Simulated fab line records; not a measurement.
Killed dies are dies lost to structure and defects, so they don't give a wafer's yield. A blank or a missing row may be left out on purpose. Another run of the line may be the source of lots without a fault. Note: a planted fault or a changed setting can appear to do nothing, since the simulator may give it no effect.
Comparing a struck lot with a sound one ; flow sky130 ; 22 out of 708 route steps
Sound: these wafers, L575.1, L575.2, L575.5. Wafers struck: L578.2, L578.3, L578.6. Last of all comes the cause.
Order at every step that has rows: each side's tool, ch and its chambers, its first start. Under that, the readings that differ: sound wafers ; struck wafers ; difference of the means ; sigmas: that difference in standard deviations of wafers without a fault.
alike: a reading whose means differ by less than 2 such deviations, as well as words and numbers matching on both sides. not compared: withheld readings; readings where some wafer has no value; bounds like >300 that might hide an equal value; numbers whose values overlap and for which the record gives no deviation.
A row with sigmas, a row that says differs or no value, or rows on one side alone: a step with any of these is where the two part. Numbers that don't overlap but have no deviation are shown without sigmas and don't part them. Lack of a reading on every wafer of one side parts them only where that side has two or more wafers.

SKY_POLY_GATE_THK_MEAS_21:
  struck on film metro-02, day 22 18:50; sound on film metro-02, day 21 15:29
  alike: POLY_GATE_OXIDATION_THK
SKY_POLY_GATE_CD_MEAS_22:
  struck on cd sem-01, day 22 18:54; sound on cd sem-01, day 21 15:33
  alike: cd nm
then, 7 steps without rows for these wafers: SKY_LDD_N_DEHYDRATE_00 (time 60 s); SKY_LDD_N_HMDS_01 (prime time 60 s); SKY_LDD_N_COAT_02 (resist thk 300 nm); SKY_LDD_N_SOFTBAKE_03 (time 60 s); SKY_LDD_N_EXPOSE_04 (exposes mask NTM, target cd 840 nm); SKY_LDD_N_PEB_05; SKY_LDD_N_DEVELOP_06 (develop time 60 s).
SKY_LDD_N_OVL_MEAS_07:
  struck on overlay-01, day 24 00:55; sound on overlay-01, day 22 21:44
  alike: LDD_N_OVL
then, 2 steps without rows for these wafers: SKY_LDD_N_IMPLANT_08; SKY_LDD_N_IMPLANT_09.
SKY_LDD_N_IMPLANT_10:
  sound on implanter-02 ch 0, day 22 22:04; struck on implanter-02 ch 0, day 24 01:17
reading;sound;struck;difference;sigmas
dose ions cm2;7.504e+13 7.506e+13 7.498e+13;4.114e+13 4.111e+13 4.111e+13;-3.391e+13;-99 or more
faraday current uA;424 420 431;234 232 230;-193;-25
  alike: beam on s
then, 5 steps without rows for these wafers: SKY_LDD_N_IMPLANT_11; SKY_LDD_N_IMPLANT_12; SKY_LDD_N_IMPLANT_13; SKY_LDD_N_IMPLANT_14; SKY_LDD_N_IMPLANT_15.
SKY_LDD_N_STRIP_16: strips in O2/N2.
  sound on plasma asher-04 ch 0,1, day 22 22:58; struck on plasma asher-04 ch 0,1, day 24 02:09
reading;sound;struck;difference;sigmas
strip time to endpoint s (s);4.304 4.299 4.286;4.213 4.221 4.202;-0.084;-5
  alike: chamber pressure mTorr, drypump motor current A, o2 flow sccm, oes product au
  not compared: rf hours counter h
SKY_LDD_N_TW_MEAS_17:
  struck on film metro-04, day 24 02:16; sound on film metro-01, day 22 23:04
  alike: LDD_N_TW
then, 1 step without rows for these wafers: SKY_LDD_P_DEHYDRATE_00 (time 60 s).
-- here the record skips 26 days between the struck wafers' starts before and after, leaving off in module LDD_P and picking up in module PAD_OPEN (first step shown: number 708 of the route) --
SKY_PAD_OPEN_PROBE_99:
  struck on prober-02, day 49 21:35; sound on prober-01, day 49 03:25
reading;sound;struck;difference;sigmas
model.etest.tip n.rs ohm sq;442 444.1 442;478.2 478.9 473.4;+34.1;
  alike: killed_at_M0_to_M3, killed_at_M4_up, killed at contacts, killed at front end, killed at other, killed dies, killed on rim, killed open, killed short

## WHERE THEY PART
At SKY_LDD_N_IMPLANT_10 first; at SKY_LDD_N_STRIP_16 last (within this record only). Later steps at which nothing parts them and some readings are alike: SKY_LDD_N_TW_MEAS_17, SKY_PAD_OPEN_PROBE_99.

WHY: whatever the simulator had introduced
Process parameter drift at SKY_LDD_N_IMPLANT_10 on implanter-02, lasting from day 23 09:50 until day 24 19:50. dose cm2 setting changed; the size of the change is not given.
